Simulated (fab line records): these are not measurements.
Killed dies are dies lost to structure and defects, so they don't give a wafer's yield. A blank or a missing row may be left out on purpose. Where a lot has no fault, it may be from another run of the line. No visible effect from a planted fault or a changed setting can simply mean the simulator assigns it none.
fab line records    flow sky130
record: lots: 24  wafers: 72  last-day: 50
route steps=708 shown SPACER@305 RES_XHIGH@340 SD_N@353 CONTACT@409 VIA1@479
lots that met no fault: from a run of the same line without faults
start-h: hours from the record's opening day to when the first of the lot's shown wafers began    wait-h: hours since the lot's step before    " the same as in the row above    L1.1+2: a single row standing in for several wafers    - either no value or no given start    * or withheld: withheld    < > ~ a bound
route shown NAME@n: names a module that has steps shown in the file, with the first one's number in the route    usual: the fault-free wafers' mean and standard deviation    same: alike in all rows    chamber/n: place in a boat    sites: each site's reading    _std_site: standard deviation of those values    _edge_site: outer sites' mean less inner sites'    radius-mm: for every site, how far away it sits from the centre of the wafer    mask NAME#n: copy n    behind: the last tool/chamber to shape the wafer    hold: what put the lot on hold/how long, in hours/how the hold closed    device: transistor that didn't switch, given as n, p or np    end of line: the same wafers' tests at the end of the route    a step without rows: its recipe alone    killed: count of dies lost to structure and defects at first sort (not the wafer's yield)    map: shows each die of a wafer: x if killed, . if not, _ if none is there
set.NAME: the setting that was run; set.NAME@STEP: the one run at that earlier step    model.NAME: the simulator's own value behind a step, which no gauge read
route steps across a sampled set of lots; one table per step, one row per wafer
services: from which hour (start-h, from the record's first day; less than 0 if before it) a tool's chamber was out of use, for how many hours, and why
== steps ==
step: SKY_SPACER_THK_MEAS_01
recipe: reads: Si3N4_of_SPACER_CVD_00
usual: SPACER_CVD_00_THK: 42.8/0.44
lot.wafer  tool           chamber  start-h  wait-h  SPACER_CVD_00_THK[nm]
L074.2     film-metro-02  -        531.18   0.0     43.8
L074.3     "              -        "        "       43.5
L074.4     "              -        "        "       43.7
L075.1     film-metro-04  -        543.72   0.0     43.4
L075.4     "              -        "        "       43.3
L075.5     "              -        "        "       43.4
L076.2     film-metro-04  -        546.14   0.0     42.8
L076.3     "              -        "        "       42.9
L076.6     "              -        "        "       43.1
L077.1     film-metro-04  -        560.19   0.0     42.7
L077.4     "              -        "        "       42.6
L077.5     "              -        "        "       42.5
L078.1     film-metro-04  -        561.40   0.0     43.0
L078.4     "              -        "        "       42.6
L078.6     "              -        "        "       42.8
L079.2     film-metro-02  -        569.88   0.0     42.4
L079.4     "              -        "        "       42.7
L079.6     "              -        "        "       42.4
L080.3     film-metro-04  -        580.57   0.0     42.5
L080.5     "              -        "        "       42.1
L080.6     "              -        "        "       42.3
L081.1     film-metro-02  -        587.26   0.0     42.7
L081.3     "              -        "        "       42.9
L081.5     "              -        "        "       42.9
L082.1     film-metro-02  -        592.94   0.0     42.8
L082.3     "              -        "        "       42.9
L082.6     "              -        "        "       42.9
L083.1     film-metro-04  -        606.89   0.0     42.8
L083.2     "              -        "        "       43.0
L083.6     "              -        "        "       43.2
L084.1     film-metro-04  -        619.03   0.0     43.6
L084.3     "              -        "        "       43.5
L084.6     "              -        "        "       43.6
L085.1     film-metro-04  -        622.95   0.0     42.9
L085.4     "              -        "        "       42.9
L085.6     "              -        "        "       42.9
L086.1     film-metro-02  -        637.42   0.0     42.2
L086.3     "              -        "        "       42.3
L086.6     "              -        "        "       42.1
L087.1     film-metro-03  -        646.30   0.0     42.9
L087.2     "              -        "        "       42.4
L087.5     "              -        "        "       42.4
L088.2     film-metro-03  -        649.69   0.0     42.4
L088.5     "              -        "        "       42.3
L088.6     "              -        "        "       42.4
L091.1     film-metro-03  -        665.30   0.0     42.4
L091.2     "              -        "        "       42.3
L091.5     "              -        "        "       42.7
L090.1     film-metro-03  -        666.51   0.0     42.9
L090.2     "              -        "        "       43.3
L090.5     "              -        "        "       43.3
L089.2     film-metro-04  -        666.52   0.0     42.2
L089.4     "              -        "        "       42.5
L089.6     "              -        "        "       42.2
L092.1     film-metro-03  -        696.39   0.0     43.0
L092.3     "              -        "        "       42.7
L092.6     "              -        "        "       43.4
L093.1     film-metro-02  -        698.53   0.0     43.0
L093.3     "              -        "        "       42.9
L093.4     "              -        "        "       42.9
L094.3     film-metro-02  -        699.76   0.0     42.5
L094.4     "              -        "        "       42.5
L094.6     "              -        "        "       42.4
L095.4     film-metro-03  -        700.97   0.0     43.5
L095.5     "              -        "        "       42.6
L095.6     "              -        "        "       43.2
L096.1     film-metro-03  -        704.03   0.1     42.9
L096.2     "              -        "        "       42.8
L096.3     "              -        "        "       42.8
L097.3     film-metro-03  -        709.71   0.0     42.2
L097.5     "              -        "        "       42.5
L097.6     "              -        "        "       42.5
step: SKY_RES_XHIGH_STRIP_08
recipe: chemistry: O2/N2  power-w: 1400  pressure-mtorr: 1500  platen-temp-c: withheld  o2-flow-sccm: 3000  n2-flow-sccm: 300  overash-fraction: 0.5
usual: drypump-motor-current-A: 6.0/0.55  oes-product-au: 0.711/0.0048  strip-time-to-endpoint-s: 14.30/0.041
same: overash-fraction: 0.5
lot.wafer  tool             chamber  start-h  wait-h  drypump-motor-current-A  oes-product-au  rf-hours-counter-h  strip-time-to-endpoint-s
L074.2     plasma-asher-02  1        621.56   0.1     5.5                      0.712           18                  14.29
L074.3     "                0        "        "       6.8                      0.715           -                   14.24
L074.4     "                1        "        "       5.5                      0.713           -                   14.23
L075.1     plasma-asher-02  0        631.43   0.1     6.8                      0.715           20                  14.27
L075.4     "                1        "        "       5.5                      0.717           -                   14.29
L075.5     "                0        "        "       6.7                      0.707           -                   14.31
L076.2     plasma-asher-01  0        634.83   0.1     5.4                      0.704           53                  14.33
L076.3     "                1        "        "       6.4                      0.707           -                   14.37
L076.6     "                0        "        "       5.4                      0.699           -                   14.36
L077.1     plasma-asher-01  0        645.92   0.1     5.4                      0.704           54                  14.37
L077.4     "                1        "        "       6.4                      0.714           -                   14.36
L077.5     "                1        "        "       6.4                      0.715           -                   14.32
L078.1     plasma-asher-02  1        646.82   0.1     5.5                      0.711           21                  14.37
L078.4     "                0        "        "       6.8                      0.714           -                   14.34
L078.6     "                0        "        "       6.8                      0.715           -                   14.36
L079.2     plasma-asher-01  1        656.48   0.1     6.4                      0.709           55                  14.32
L079.4     "                1        "        "       6.4                      0.714           -                   14.29
L079.6     "                0        "        "       5.4                      0.713           -                   14.27
L080.3     plasma-asher-01  0        664.81   0.1     5.3                      0.715           -                   14.29
L080.5     "                0        "        "       5.4                      0.715           -                   14.28
L080.6     "                1        "        "       6.4                      0.711           -                   14.27
L081.1     plasma-asher-01  0        671.56   0.1     5.4                      0.720           57                  14.26
L081.3     "                1        "        "       6.4                      0.716           -                   14.29
L081.5     "                1        "        "       6.4                      0.722           -                   14.29
L082.1     plasma-asher-01  1        676.11   0.1     6.4                      0.711           57                  14.35
L082.3     "                0        "        "       5.4                      0.712           -                   14.32
L082.6     "                0        "        "       5.4                      0.718           -                   14.31
L083.1     plasma-asher-02  0        689.67   0.1     6.8                      0.708           25                  14.27
L083.2     "                1        "        "       5.5                      0.705           25                  14.29
L083.6     "                0        "        "       6.8                      0.714           -                   14.32
L084.1     plasma-asher-03  1        700.78   0.1     5.6                      0.715           97                  14.29
L084.3     "                1        "        "       5.6                      0.715           -                   14.37
L084.6     "                0        "        "       5.8                      0.717           -                   14.34
L085.1     plasma-asher-03  1        705.86   0.1     5.6                      0.714           97                  14.33
L085.4     "                1        "        "       5.5                      0.712           -                   14.37
L085.6     "                1        "        "       5.5                      0.718           -                   14.35
L086.1     plasma-asher-02  0        722.08   0.1     6.8                      0.711           28                  14.28
L086.3     "                0        "        "       6.8                      0.713           -                   14.28
L086.6     "                0        "        "       6.8                      0.713           -                   14.30
L087.1     plasma-asher-02  0        728.56   0.1     6.8                      0.709           29                  14.28
L087.2     "                1        "        "       5.5                      0.707           29                  14.31
L087.5     "                0        "        "       6.8                      0.716           -                   14.28
L088.2     plasma-asher-03  1        733.43   0.1     5.5                      0.718           99                  14.28
L088.5     "                0        "        "       5.8                      0.719           -                   14.29
L088.6     "                1        "        "       5.5                      0.713           -                   14.30
L091.1     plasma-asher-02  0        749.13   0.1     6.8                      0.708           31                  14.33
L091.2     "                1        "        "       5.5                      0.710           31                  14.33
L091.5     "                1        "        "       5.5                      0.714           -                   14.33
L090.1     plasma-asher-01  1        750.58   0.1     6.4                      0.712           65                  14.28
L090.2     "                0        "        "       5.4                      0.705           65                  14.27
L090.5     "                1        "        "       6.4                      0.717           -                   14.24
L089.2     plasma-asher-01  0        751.23   0.1     5.4                      0.712           65                  14.29
L089.4     "                0        "        "       5.4                      0.704           -                   14.31
L089.6     "                1        "        "       6.4                      0.713           -                   14.26
L092.1     plasma-asher-01  1        780.82   0.1     6.4                      0.710           67                  14.36
L092.3     "                1        "        "       6.4                      0.706           -                   14.28
L092.6     "                0        "        "       5.4                      0.712           -                   14.32
L093.1     plasma-asher-03  0        781.12   0.1     5.8                      0.704           3                   14.27
L093.3     "                0        "        "       5.8                      0.707           -                   14.29
L093.4     "                1        "        "       5.5                      0.716           -                   14.31
L094.3     plasma-asher-01  1        781.45   0.1     6.4                      0.716           -                   14.30
L094.4     "                0        "        "       5.4                      0.712           -                   14.31
L094.6     "                0        "        "       5.4                      0.703           -                   14.27
L095.4     plasma-asher-02  0        781.76   0.1     6.8                      0.708           -                   14.21
L095.5     "                0        "        "       6.8                      0.712           -                   14.20
L095.6     "                1        "        "       5.5                      0.706           -                   14.24
L096.1     plasma-asher-02  0        784.46   0.1     6.7                      0.706           34                  14.24
L096.2     "                1        "        "       5.5                      0.712           34                  14.23
L096.3     "                0        "        "       6.7                      0.722           -                   14.22
L097.3     plasma-asher-02  1        792.35   0.1     5.5                      0.711           -                   14.26
L097.5     "                0        "        "       6.8                      0.713           -                   14.26
L097.6     "                1        "        "       5.5                      0.713           -                   14.24
step: SKY_SD_N_STRIP_11
recipe: chemistry: O2/N2  power-w: 1400  pressure-mtorr: 1500  platen-temp-c: withheld  o2-flow-sccm: 3000  n2-flow-sccm: 300  overash-fraction: 0.5
usual: drypump-motor-current-A: 6.1/0.53  oes-product-au: 0.527/0.005  strip-time-to-endpoint-s: 22.55/0.037
same: overash-fraction: 0.5
lot.wafer  tool             chamber  start-h  wait-h  drypump-motor-current-A  oes-product-au  rf-hours-counter-h  strip-time-to-endpoint-s
L074.2     plasma-asher-04  1        648.52   0.1     5.8                      0.526           82                  22.59
L074.3     "                1        "        "       5.8                      0.531           -                   22.53
L074.4     "                0        "        "       6.5                      0.533           -                   22.58
L075.1     plasma-asher-02  1        658.92   0.1     5.5                      0.531           22                  22.59
L075.4     "                1        "        "       5.5                      0.518           -                   22.57
L075.5     "                0        "        "       6.8                      0.534           -                   22.54
L076.2     plasma-asher-02  0        662.92   0.1     6.8                      0.520           22                  22.60
L076.3     "                0        "        "       6.7                      0.536           -                   22.62
L076.6     "                1        "        "       5.5                      0.526           -                   22.59
L077.1     plasma-asher-01  0        673.83   0.1     5.4                      0.529           57                  22.53
L077.4     "                0        "        "       5.3                      0.521           -                   22.53
L077.5     "                0        "        "       5.4                      0.532           -                   22.52
L078.1     plasma-asher-04  1        675.58   0.1     5.8                      0.529           84                  22.56
L078.4     "                0        "        "       6.5                      0.522           -                   22.52
L078.6     "                0        "        "       6.5                      0.525           -                   22.53
L079.2     plasma-asher-04  1        684.53   0.1     5.8                      0.530           85                  22.55
L079.4     "                1        "        "       5.8                      0.530           -                   22.53
L079.6     "                1        "        "       5.8                      0.526           -                   22.55
L080.3     plasma-asher-04  0        693.21   0.1     6.5                      0.533           -                   22.60
L080.5     "                1        "        "       5.8                      0.527           -                   22.57
L080.6     "                0        "        "       6.5                      0.526           -                   22.56
L081.1     plasma-asher-01  0        699.53   0.1     5.4                      0.523           60                  22.58
L081.3     "                0        "        "       5.4                      0.525           -                   22.54
L081.5     "                0        "        "       5.4                      0.521           -                   22.57
L082.1     plasma-asher-01  1        704.38   0.1     6.4                      0.531           60                  22.56
L082.3     "                0        "        "       5.4                      0.517           -                   22.58
L082.6     "                0        "        "       5.4                      0.532           -                   22.60
L083.1     plasma-asher-01  0        717.72   0.1     5.4                      0.525           61                  22.50
L083.2     "                1        "        "       6.4                      0.525           61                  22.53
L083.6     "                0        "        "       5.4                      0.527           -                   22.57
L084.1     plasma-asher-01  1        727.97   0.1     6.4                      0.521           62                  22.60
L084.3     "                1        "        "       6.4                      0.534           -                   22.59
L084.6     "                1        "        "       6.4                      0.522           -                   22.58
L085.1     plasma-asher-02  1        733.97   0.1     5.5                      0.528           30                  22.57
L085.4     "                0        "        "       6.8                      0.527           -                   22.55
L085.6     "                1        "        "       5.5                      0.515           -                   22.60
L086.1     plasma-asher-04  0        748.77   0.1     6.5                      0.522           92                  22.49
L086.3     "                1        "        "       5.8                      0.527           -                   22.49
L086.6     "                1        "        "       5.8                      0.527           -                   22.54
L087.1     plasma-asher-01  0        756.74   0.1     5.4                      0.527           65                  22.50
L087.2     "                1        "        "       6.4                      0.526           65                  22.54
L087.5     "                0        "        "       5.4                      0.533           -                   22.49
L088.2     plasma-asher-04  0        760.79   0.1     6.6                      0.528           93                  22.54
L088.5     "                0        "        "       6.5                      0.521           -                   22.56
L088.6     "                1        "        "       5.7                      0.528           -                   22.57
L091.1     plasma-asher-04  1        775.94   0.1     5.8                      0.530           95                  22.56
L091.2     "                0        "        "       6.5                      0.530           95                  22.53
L091.5     "                0        "        "       6.6                      0.531           -                   22.55
L090.1     plasma-asher-02  1        777.09   0.1     5.5                      0.529           34                  22.57
L090.2     "                0        "        "       6.8                      0.524           34                  22.60
L090.5     "                1        "        "       5.5                      0.533           -                   22.64
L089.2     plasma-asher-01  0        778.14   0.1     5.4                      0.529           67                  22.48
L089.4     "                0        "        "       5.4                      0.539           -                   22.47
L089.6     "                1        "        "       6.4                      0.526           -                   22.52
L092.1     plasma-asher-02  1        807.39   0.1     5.5                      0.523           37                  22.60
L092.3     "                1        "        "       5.5                      0.533           -                   22.59
L092.6     "                1        "        "       5.5                      0.524           -                   22.53
L093.1     plasma-asher-02  0        807.99   0.1     6.8                      0.523           37                  22.52
L093.3     "                1        "        "       5.5                      0.533           -                   22.51
L093.4     "                0        "        "       6.8                      0.521           -                   22.52
L094.3     plasma-asher-01  0        808.12   0.1     5.4                      0.529           -                   22.57
L094.4     "                1        "        "       6.4                      0.533           -                   22.55
L094.6     "                1        "        "       6.4                      0.533           -                   22.57
L095.4     plasma-asher-01  1        809.16   0.1     6.4                      0.531           -                   22.56
L095.5     "                0        "        "       5.4                      0.522           -                   22.53
L095.6     "                1        "        "       6.4                      0.528           -                   22.55
L096.1     plasma-asher-02  1        810.04   0.1     5.5                      0.515           37                  22.57
L096.2     "                0        "        "       6.8                      0.528           37                  22.51
L096.3     "                1        "        "       5.5                      0.529           -                   22.58
L097.3     plasma-asher-04  1        818.72   0.1     5.8                      0.527           -                   22.56
L097.5     "                0        "        "       6.5                      0.531           -                   22.55
L097.6     "                1        "        "       5.8                      0.526           -                   22.52
step: SKY_CONTACT_THK_MEAS_03
recipe: reads: SiO2_of_CONTACT_HDPCVD_02
usual: CONTACT_HDPCVD_THK: 585/5.8
lot.wafer  tool           chamber  start-h  wait-h  CONTACT_HDPCVD_THK[nm]
L074.2     film-metro-01  -        708.32   0.0     588
L074.3     "              -        "        "       587
L074.4     "              -        "        "       586
L075.1     film-metro-04  -        718.17   0.0     592
L075.4     "              -        "        "       589
L075.5     "              -        "        "       587
L076.2     film-metro-02  -        722.70   0.0     584
L076.3     "              -        "        "       580
L076.6     "              -        "        "       586
L077.1     film-metro-04  -        732.66   0.0     580
L077.4     "              -        "        "       592
L077.5     "              -        "        "       585
L078.1     film-metro-01  -        734.99   0.1     585
L078.4     "              -        "        "       580
L078.6     "              -        "        "       581
L079.2     film-metro-04  -        742.36   0.1     590
L079.4     "              -        "        "       581
L079.6     "              -        "        "       585
L080.3     film-metro-02  -        751.47   0.1     585
L080.5     "              -        "        "       588
L080.6     "              -        "        "       589
L081.1     film-metro-02  -        758.37   0.0     586
L081.3     "              -        "        "       593
L081.5     "              -        "        "       593
L082.1     film-metro-02  -        763.68   0.0     579
L082.3     "              -        "        "       579
L082.6     "              -        "        "       583
L083.1     film-metro-02  -        775.02   0.0     590
L083.2     "              -        "        "       595
L083.6     "              -        "        "       592
L084.1     film-metro-04  -        785.20   0.0     593
L084.3     "              -        "        "       599
L084.6     "              -        "        "       582
L085.1     film-metro-02  -        791.21   0.0     575
L085.4     "              -        "        "       585
L085.6     "              -        "        "       579
L086.1     film-metro-02  -        804.75   0.0     581
L086.3     "              -        "        "       583
L086.6     "              -        "        "       581
L087.1     film-metro-02  -        810.79   0.0     579
L087.2     "              -        "        "       588
L087.5     "              -        "        "       582
L088.2     film-metro-02  -        816.20   0.0     589
L088.5     "              -        "        "       584
L088.6     "              -        "        "       588
L091.1     film-metro-02  -        833.44   0.0     572
L091.2     "              -        "        "       577
L091.5     "              -        "        "       579
L090.1     film-metro-02  -        833.51   0.0     590
L090.2     "              -        "        "       594
L090.5     "              -        "        "       596
L089.2     film-metro-04  -        835.24   0.0     581
L089.4     "              -        "        "       582
L089.6     "              -        "        "       585
L092.1     film-metro-04  -        864.67   0.0     586
L092.3     "              -        "        "       582
L092.6     "              -        "        "       586
L093.1     film-metro-01  -        865.04   0.0     591
L093.3     "              -        "        "       588
L093.4     "              -        "        "       589
L094.3     film-metro-01  -        865.83   0.1     580
L094.4     "              -        "        "       582
L094.6     "              -        "        "       579
L095.4     film-metro-02  -        866.22   0.0     579
L095.5     "              -        "        "       570
L095.6     "              -        "        "       577
L096.1     film-metro-02  -        867.08   0.0     590
L096.2     "              -        "        "       590
L096.3     "              -        "        "       586
L097.3     film-metro-01  -        875.64   0.1     579
L097.5     "              -        "        "       573
L097.6     "              -        "        "       583
step: SKY_CONTACT_BOW_MEAS_05
recipe: mode: bow
usual: CONTACT_BOW: 81/6.4
lot.wafer  tool           chamber  start-h  wait-h  CONTACT_BOW[um]
L074.2     film-metro-04  -        708.69   0.2     82
L074.3     "              -        "        "       94
L074.4     "              -        "        "       87
L075.1     film-metro-01  -        718.69   0.1     81
L075.4     "              -        "        "       88
L075.5     "              -        "        "       84
L076.2     film-metro-02  -        723.08   0.2     84
L076.3     "              -        "        "       91
L076.6     "              -        "        "       84
L077.1     film-metro-04  -        733.02   0.2     87
L077.4     "              -        "        "       82
L077.5     "              -        "        "       74
L078.1     film-metro-04  -        735.35   0.2     78
L078.4     "              -        "        "       81
L078.6     "              -        "        "       83
L079.2     film-metro-04  -        742.73   0.3     91
L079.4     "              -        "        "       82
L079.6     "              -        "        "       84
L080.3     film-metro-04  -        751.85   0.2     88
L080.5     "              -        "        "       84
L080.6     "              -        "        "       77
L081.1     film-metro-01  -        758.79   0.2     83
L081.3     "              -        "        "       77
L081.5     "              -        "        "       79
L082.1     film-metro-01  -        764.04   0.2     86
L082.3     "              -        "        "       85
L082.6     "              -        "        "       78
L083.1     film-metro-04  -        775.38   0.1     87
L083.2     "              -        "        "       88
L083.6     "              -        "        "       77
L084.1     film-metro-04  -        785.56   0.1     71
L084.3     "              -        "        "       80
L084.6     "              -        "        "       79
L085.1     film-metro-04  -        791.57   0.1     88
L085.4     "              -        "        "       67
L085.6     "              -        "        "       73
L086.1     film-metro-02  -        805.11   0.2     72
L086.3     "              -        "        "       78
L086.6     "              -        "        "       73
L087.1     film-metro-04  -        811.15   0.1     66
L087.2     "              -        "        "       85
L087.5     "              -        "        "       93
L088.2     film-metro-02  -        816.60   0.2     84
L088.5     "              -        "        "       71
L088.6     "              -        "        "       87
L091.1     film-metro-01  -        833.80   0.1     89
L091.2     "              -        "        "       75
L091.5     "              -        "        "       72
L090.1     film-metro-04  -        834.07   0.1     76
L090.2     "              -        "        "       79
L090.5     "              -        "        "       87
L089.2     film-metro-04  -        835.61   0.3     75
L089.4     "              -        "        "       80
L089.6     "              -        "        "       72
L092.1     film-metro-02  -        865.05   0.3     79
L092.3     "              -        "        "       90
L092.6     "              -        "        "       87
L093.1     film-metro-02  -        865.42   0.2     84
L093.3     "              -        "        "       70
L093.4     "              -        "        "       82
L094.3     film-metro-04  -        866.23   0.2     76
L094.4     "              -        "        "       73
L094.6     "              -        "        "       76
L095.4     film-metro-01  -        866.61   0.2     86
L095.5     "              -        "        "       85
L095.6     "              -        "        "       90
L096.1     film-metro-04  -        867.44   0.2     91
L096.2     "              -        "        "       72
L096.3     "              -        "        "       86
L097.3     film-metro-04  -        876.02   0.3     79
L097.5     "              -        "        "       73
L097.6     "              -        "        "       84
step: SKY_VIA1_CVD_21
recipe: material: W  target-thk-nm: 270  time-s: 80.902  temp-c: 400  pressure-torr: 40
usual: heater-power-outer-w: 496/54  heater-power-w: 809/100
lot.wafer  tool      chamber  start-h  wait-h  heater-power-outer-w  heater-power-w
L074.2     cvd-w-01  0        794.84   0.0     438                   698
L074.3     "         1        "        "       553                   955
L074.4     "         0        "        "       430                   705
L075.1     cvd-w-01  1        803.94   0.0     548                   952
L075.4     "         1        "        "       562                   984
L075.5     "         1        "        "       546                   957
L076.2     cvd-w-01  1        808.18   0.0     564                   950
L076.3     "         1        "        "       554                   975
L076.6     "         1        "        "       558                   963
L077.1     cvd-w-02  1        817.07   0.0     508                   834
L077.4     "         1        "        "       509                   832
L077.5     "         1        "        "       503                   844
L078.1     cvd-w-01  0        818.83   0.0     438                   684
L078.4     "         0        "        "       424                   703
L078.6     "         0        "        "       434                   705
L079.2     cvd-w-01  0        825.85   0.0     421                   688
L079.4     "         1        "        "       566                   980
L079.6     "         0        "        "       445                   695
L080.3     cvd-w-02  0        835.77   0.1     545                   787
L080.5     "         1        "        "       507                   833
L080.6     "         0        "        "       537                   794
L081.1     cvd-w-02  0        841.25   0.0     537                   799
L081.3     "         1        "        "       503                   850
L081.5     "         0        "        "       525                   797
L082.1     cvd-w-02  1        848.86   0.0     517                   838
L082.3     "         0        "        "       539                   798
L082.6     "         0        "        "       534                   808
L083.1     cvd-w-02  0        858.35   0.0     530                   793
L083.2     "         1        "        "       506                   820
L083.6     "         0        "        "       523                   792
L084.1     cvd-w-01  0        867.92   0.0     428                   715
L084.3     "         0        "        "       432                   699
L084.6     "         0        "        "       434                   698
L085.1     cvd-w-02  1        875.37   0.0     495                   812
L085.4     "         1        "        "       507                   820
L085.6     "         1        "        "       513                   847
L086.1     cvd-w-02  0        887.51   0.0     533                   793
L086.3     "         0        "        "       539                   803
L086.6     "         0        "        "       537                   818
L087.1     cvd-w-01  0        894.73   0.0     435                   698
L087.2     "         0        "        "       425                   691
L087.5     "         0        "        "       422                   707
L088.2     cvd-w-02  1        898.77   0.0     509                   826
L088.5     "         1        "        "       517                   828
L088.6     "         0        "        "       526                   805
L091.1     cvd-w-01  1        917.13   0.0     570                   976
L091.2     "         0        "        "       441                   699
L091.5     "         1        "        "       565                   953
L090.1     cvd-w-01  0        917.39   0.0     433                   700
L090.2     "         1        "        "       568                   952
L090.5     "         0        "        "       426                   696
L089.2     cvd-w-01  0        918.62   0.0     421                   712
L089.4     "         1        "        "       578                   986
L089.6     "         1        "        "       562                   975
L092.1     cvd-w-02  1        945.35   0.0     452                   753
L092.3     "         1        "        "       465                   741
L092.6     "         1        "        "       459                   752
L093.1     cvd-w-01  0        946.79   0.0     430                   713
L093.3     "         1        "        "       571                   994
L093.4     "         0        "        "       433                   692
L094.3     cvd-w-02  1        947.75   0.1     443                   772
L094.4     "         0        "        "       473                   736
L094.6     "         0        "        "       471                   748
L095.4     cvd-w-01  0        948.27   0.1     431                   705
L095.5     "         0        "        "       422                   701
L095.6     "         1        "        "       570                   958
L096.1     cvd-w-01  0        950.12   0.0     433                   698
L096.2     "         1        "        "       574                   991
L096.3     "         1        "        "       565                   980
L097.3     cvd-w-01  1        955.05   0.1     561                   979
L097.5     "         1        "        "       558                   973
L097.6     "         0        "        "       430                   693
== services ==
tool             chamber  start-h  hours  kind
plasma-asher-04  -        600.10   1.6    repair
plasma-asher-01  -        609.19   5.1    repair
plasma-asher-04  -        611.08   2.1    repair
plasma-asher-01  -        614.37   2.8    pm
cvd-w-01         -        615.53   14.6   pm
cvd-w-01         0        633.90   2.3    repair
cvd-w-01         -        673.71   0.5    repair
cvd-w-01         -        682.94   0.8    repair
cvd-w-02         0        695.81   3.3    repair
cvd-w-02         -        713.09   6.9    pm
plasma-asher-02  -        717.01   0.7    repair
plasma-asher-03  -        719.99   4.0    pm
cvd-w-02         -        780.08   1.3    repair
cvd-w-01         0        790.22   4.2    repair
plasma-asher-01  -        810.95   2.6    repair
cvd-w-01         1        826.42   79.5   repair
cvd-w-01         -        831.00   28.1   pm
plasma-asher-04  -        855.31   5.0    repair
plasma-asher-01  -        858.51   0.8    repair
plasma-asher-01  -        866.78   2.3    repair
cvd-w-01         0        887.15   1.5    repair
cvd-w-02         -        904.00   14.0   pm
plasma-asher-02  -        949.92   2.8    pm
plasma-asher-01  -        951.16   2.2    repair
== key ==
fault none
